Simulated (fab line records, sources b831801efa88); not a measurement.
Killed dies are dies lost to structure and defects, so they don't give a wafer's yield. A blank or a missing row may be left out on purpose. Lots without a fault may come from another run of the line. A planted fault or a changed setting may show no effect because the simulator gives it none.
Which tool did it? | flow sky130 | 15 lots, 43 wafers sampled, at 6 steps of a route of 708

WHAT THE GAUGES READ, wafer by wafer
SKY_SD_N_TW_MEAS_12. Usual: SD_N_TW 3994, standard deviation 30.
lot  | measured     | on            | SD_N_TW        | flag
L964 | day 27 20:26 | film_metro-04 | 3978 4022 3996 |
L965 | day 28 05:05 | film_metro-04 | 3965 3942 3958 |
L966 | day 28 19:51 | film_metro-02 | 4000 4018 4017 |
L968 | day 29 12:14 | film_metro-03 | 3974 3999 4001 |
L973 | day 30 19:17 | film_metro-02 | 4008 4013 4009 |
L974 | day 31 06:55 | film_metro-03 | 4046 4055      |
L975 | day 31 16:23 | film_metro-04 | 3977 3994      |
L978 | day 32 13:28 | film_metro-03 | 3995 4023 3986 |
L980 | day 33 08:06 | film_metro-04 | 4000 4003 3977 |
L981 | day 33 17:05 | film_metro-02 | 4024 4004 4022 |
L982 | day 33 21:47 | film_metro-02 | 3988 3972 3992 |
L983 | day 34 07:24 | film_metro-04 | 3975 3947 3969 |
L984 | day 34 08:23 | film_metro-03 | 4066 4051 4054 |
L986 | day 34 18:26 | film_metro-04 | 3925 3931 3926 |
L987 | day 35 01:32 | film_metro-04 | 3972 3988 3962 |

SKY_METAL2_RS_MEAS_05: measures by four-point-probe. Usual: METAL2_ALCU_RS 0.1272 ohm/sq, standard deviation 0.0011.
lot  | measured     | on            | METAL2_ALCU_RS (ohm/sq)                   | flag
L964 | day 33 23:10 | film_metro-01 | 0.1271 0.1273 0.1279                      |
L965 | day 34 07:21 | film_metro-03 | 0.1279 0.1274 0.1278                      |
L966 | day 34 19:33 | film_metro-02 | 0.1245 0.1251 0.1235                      |
L968 | day 35 13:08 | film_metro-01 | 0.1277 0.1270 0.1279                      |
L973 | day 36 17:34 | film_metro-03 | 0.1273 0.0647 0.1274 0.1274 0.0648 0.1273 | OFF
L974 | day 37 04:59 | film_metro-01 | 0.0651 0.0655 0.0650 0.0655               | OFF
L975 | day 37 14:09 | film_metro-02 | 0.0647 0.1267 0.0645 0.1267               | OFF
L978 | day 38 09:29 | film_metro-03 | 0.1275 0.1265 0.1262                      |
L980 | day 39 01:29 | film_metro-03 | 0.1272 0.1282 0.1284                      |
L981 | day 39 10:11 | film_metro-02 | 0.1278 0.1265 0.1275                      |
L982 | day 39 13:44 | film_metro-03 | 0.1262 0.1267 0.1265                      |
L983 | day 40 00:16 | film_metro-02 | 0.1266 0.1270 0.1267                      |
L984 | day 40 01:46 | film_metro-02 | 0.1268 0.1275 0.1262                      |
L986 | day 40 10:58 | film_metro-02 | 0.1264 0.1256 0.1252                      |
L987 | day 40 16:57 | film_metro-01 | 0.1287 0.1271 0.1276                      |

SKY_METAL2_THK_MEAS_06: measures by xrf. Usual: METAL2_ALCU_THK 250.9 nm, standard deviation 2.2.
lot  | measured     | on            | METAL2_ALCU_THK (nm)                | flag
L964 | day 33 23:17 | film_metro-01 | 251.8 251.4 250.6                   |
L965 | day 34 07:28 | film_metro-03 | 254.3 253.2 250.2                   |
L966 | day 34 19:39 | film_metro-02 | 255.5 252.8 257.3                   |
L968 | day 35 13:16 | film_metro-01 | 252.8 250.7 250.6                   |
L973 | day 36 21:02 | film_metro-03 | 250.2 492.0 251.9 252.1 489.1 254.8 | OFF
L974 | day 37 09:16 | film_metro-01 | 484.9 484.7 488.5 485.0             | OFF
L975 | day 37 16:34 | film_metro-02 | 486.7 250.2 485.4 251.3             | OFF
L978 | day 38 09:35 | film_metro-03 | 249.8 254.5 252.2                   |
L980 | day 39 01:35 | film_metro-03 | 249.8 248.5 248.1                   |
L981 | day 39 10:18 | film_metro-02 | 246.7 251.0 248.5                   |
L982 | day 39 13:51 | film_metro-03 | 252.5 255.0 251.0                   |
L983 | day 40 00:23 | film_metro-02 | 248.9 248.4 248.1                   |
L984 | day 40 01:53 | film_metro-02 | 250.6 248.0 250.1                   |
L986 | day 40 11:05 | film_metro-02 | 250.6 251.3 252.2                   |
L987 | day 40 17:04 | film_metro-01 | 249.5 253.7 250.9                   |

WHICH TOOL RAN EACH LOT (tool, then ch and the chambers of the sampled wafers, then the start)
lot  | SKY_RES_XHIGH_STRIP_08               | SKY_LI_CONTACT_CMP_24         | SKY_METAL2_SPUTTER_02
L964 | plasma_asher-04 ch 0,1, day 26 15:05 | cmp-02 ch 0,1, day 29 03:31   | pvd_sputter-02, day 33 23:05
L965 | plasma_asher-03 ch 0,1, day 27 00:14 | cmp-02 ch 0,2,3, day 29 10:39 | pvd_sputter-01, day 34 07:14
L966 | plasma_asher-02 ch 0,1, day 27 15:08 | cmp-02 ch 2,3, day 30 02:04   | pvd_sputter-02, day 34 19:25
L968 | plasma_asher-02 ch 0,1, day 28 08:18 | cmp-02 ch 0,2,3, day 30 18:10 | pvd_sputter-01, day 35 13:03
L973 | plasma_asher-02 ch 0,1, day 29 15:23 | cmp-01 ch 0,3, day 32 01:36   | pvd_sputter-01, day 36 17:28
L974 | plasma_asher-03 ch 0, day 30 02:52   | cmp-01 ch 1,3, day 32 12:24   | pvd_sputter-01, day 37 04:51
L975 | plasma_asher-02 ch 0,1, day 30 12:16 | cmp-02 ch 0,3, day 32 21:35   | pvd_sputter-01, day 37 13:59
L978 | plasma_asher-02 ch 0,1, day 31 09:43 | cmp-02 ch 0,1, day 33 18:36   | pvd_sputter-04, day 38 09:20
L980 | plasma_asher-04 ch 0,1, day 32 05:19 | cmp-02 ch 0,1,3, day 34 11:44 | pvd_sputter-02, day 39 01:21
L981 | plasma_asher-04 ch 0,1, day 32 14:09 | cmp-01 ch 0,2,3, day 34 21:26 | pvd_sputter-04, day 39 10:05
L982 | plasma_asher-03 ch 0,1, day 32 17:51 | cmp-02 ch 0,1,2, day 35 01:41 | pvd_sputter-04, day 39 13:38
L983 | plasma_asher-02 ch 0,1, day 33 04:18 | cmp-01 ch 0,2,3, day 35 11:04 | pvd_sputter-02, day 40 00:10
L984 | plasma_asher-03 ch 0,1, day 33 05:20 | cmp-02 ch 0,2, day 35 12:56   | pvd_sputter-04, day 40 01:40
L986 | plasma_asher-03 ch 0,1, day 33 16:23 | cmp-01 ch 0,1,3, day 35 22:35 | pvd_sputter-04, day 40 10:52
L987 | plasma_asher-04 ch 0,1, day 33 23:14 | cmp-02 ch 0,2, day 36 05:49   | pvd_sputter-01, day 40 16:51
- SKY_RES_XHIGH_STRIP_08: strips in O2/N2.
- SKY_LI_CONTACT_CMP_24: polishes, stops on PSG, t overpolish 20 s, target thk 0 nm.
- SKY_METAL2_SPUTTER_02: material AlCu, target thk 250 nm, time 13.3 s.

WHAT THE TOOLS THEMSELVES READ (means of the sampled wafers that have a number; where no wafer has one, the mark that the record gives instead)
SKY_RES_XHIGH_STRIP_08. Usual: drypump_motor_current_A 5.2 A, standard deviation 0.48; oes_product_au 0.711 a.u., standard deviation 0.0045; strip_time_to_endpoint_s 14.28 s, standard deviation 0.038.
lot  | tool            | drypump_motor_current_A (A) | oes_product_au (a.u.) | strip_time_to_endpoint_s (s) | flag
L964 | plasma_asher-04 | 5.3                         | 0.711                 | 14.29                        |
L965 | plasma_asher-03 | 5.4                         | 0.715                 | 14.30                        |
L966 | plasma_asher-02 | 4.8                         | 0.709                 | 14.35                        |
L968 | plasma_asher-02 | 4.8                         | 0.711                 | 14.23                        |
L973 | plasma_asher-02 | 4.9                         | 0.709                 | 14.26                        |
L974 | plasma_asher-03 | 6.1                         | 0.702                 | 14.32                        |
L975 | plasma_asher-02 | 4.8                         | 0.705                 | 14.27                        |
L978 | plasma_asher-02 | 4.8                         | 0.714                 | 14.30                        |
L980 | plasma_asher-04 | 5.4                         | 0.709                 | 14.26                        |
L981 | plasma_asher-04 | 5.4                         | 0.709                 | 14.29                        |
L982 | plasma_asher-03 | 5.7                         | 0.711                 | 14.24                        |
L983 | plasma_asher-02 | 4.8                         | 0.711                 | 14.29                        |
L984 | plasma_asher-03 | 5.8                         | 0.714                 | 14.30                        |
L986 | plasma_asher-03 | 5.7                         | 0.714                 | 14.29                        |
L987 | plasma_asher-04 | 5.3                         | 0.717                 | 14.29                        |

SKY_LI_CONTACT_CMP_24. Usual: head_pressure_psi 3.500 psi, standard deviation 0.0079; motor_current_A 10.8 A, standard deviation 1; overpolish_run_s 20.001 s, standard deviation 0.0088; platen_rpm 60.00 rpm, standard deviation 0.041; retaining_ring_pressure_frac 0.999, standard deviation 0.005; time_to_endpoint_s 95 s, standard deviation 3.8.
lot  | tool   | head_pressure_psi (psi) | motor_current_A (A) | overpolish_run_s (s) | platen_rpm (rpm) | retaining_ring_pressure_frac | time_to_endpoint_s (s) | flag
L964 | cmp-02 | 3.484                   | 11.1                | 19.997               | 60.00            | 0.995                        | 93                     |
L965 | cmp-02 | 3.495                   | 10.1                | 20.003               | 60.00            | 0.996                        | 92                     |
L966 | cmp-02 | 3.496                   | 10.2                | 20.008               | 60.01            | 0.995                        | 97                     |
L968 | cmp-02 | 3.504                   | 10.5                | 20.002               | 60.01            | 0.999                        | 93                     |
L973 | cmp-01 | 3.499                   | 11.5                | 19.998               | 59.94            | 0.995                        | 99                     |
L974 | cmp-01 | 3.510                   | 10.6                | 20.001               | 59.99            | 1.002                        | 102                    |
L975 | cmp-02 | 3.499                   | 10.3                | 20.004               | 60.02            | 0.995                        | 96                     |
L978 | cmp-02 | 3.507                   | 11.4                | 19.995               | 60.02            | 1.004                        | 91                     |
L980 | cmp-02 | 3.502                   | 11.2                | 19.999               | 60.02            | 0.997                        | 94                     |
L981 | cmp-01 | 3.504                   | 10.6                | 20.001               | 60.00            | 1.001                        | 96                     |
L982 | cmp-02 | 3.500                   | 11.1                | 19.999               | 59.96            | 0.998                        | 90                     |
L983 | cmp-01 | 3.500                   | 10.8                | 19.997               | 59.96            | 0.996                        | 96                     |
L984 | cmp-02 | 3.494                   | 10.5                | 20.000               | 60.01            | 0.997                        | 94                     |
L986 | cmp-01 | 3.509                   | 11.0                | 20.002               | 60.01            | 0.997                        | 98                     |
L987 | cmp-02 | 3.500                   | 10.6                | 19.999               | 59.99            | 0.997                        | 100                    |

SKY_METAL2_SPUTTER_02. Usual: throttle_valve_pct 29.9 %, standard deviation 1.1.
lot  | tool           | throttle_valve_pct (%) | flag
L964 | pvd_sputter-02 | 30.0                   |
L965 | pvd_sputter-01 | 29.3                   |
L966 | pvd_sputter-02 | 30.2                   |
L968 | pvd_sputter-01 | 28.9                   |
L973 | pvd_sputter-01 | 29.3                   |
L974 | pvd_sputter-01 | 29.4                   |
L975 | pvd_sputter-01 | 29.5                   |
L978 | pvd_sputter-04 | 29.2                   |
L980 | pvd_sputter-02 | 30.6                   |
L981 | pvd_sputter-04 | 29.5                   |
L982 | pvd_sputter-04 | 28.5                   |
L983 | pvd_sputter-02 | 30.1                   |
L984 | pvd_sputter-04 | 30.4                   |
L986 | pvd_sputter-04 | 29.2                   |
L987 | pvd_sputter-01 | 29.5                   |

THE ANSWER, worked out from the rows above alone
Rule: a lot is off if the mean of its wafers that have a number lies more than 3 standard deviations from the usual mean. A lot without any number at a reading at which 4 lots or more have one is off too. The other lots that the step has rows for count as sound. The gauges are gone through in route order, then the tools' own readings, and for those a lot's mean is taken as printed above. The first step at which some lot is off is used, and at that step the reading that is off furthest; a lot without a number counts as furthest.
Off: L973, L974, L975, at SKY_METAL2_RS_MEAS_05 (METAL2_ALCU_RS).
A tool fits if, at a process step before that reading, it ran every lot that is off, and no sound lot after the first of them. The gauges at SKY_METAL2_RS_MEAS_05 are tried like those tools. None of those tried fits.

WHAT THE SIMULATOR HAD PUT IN
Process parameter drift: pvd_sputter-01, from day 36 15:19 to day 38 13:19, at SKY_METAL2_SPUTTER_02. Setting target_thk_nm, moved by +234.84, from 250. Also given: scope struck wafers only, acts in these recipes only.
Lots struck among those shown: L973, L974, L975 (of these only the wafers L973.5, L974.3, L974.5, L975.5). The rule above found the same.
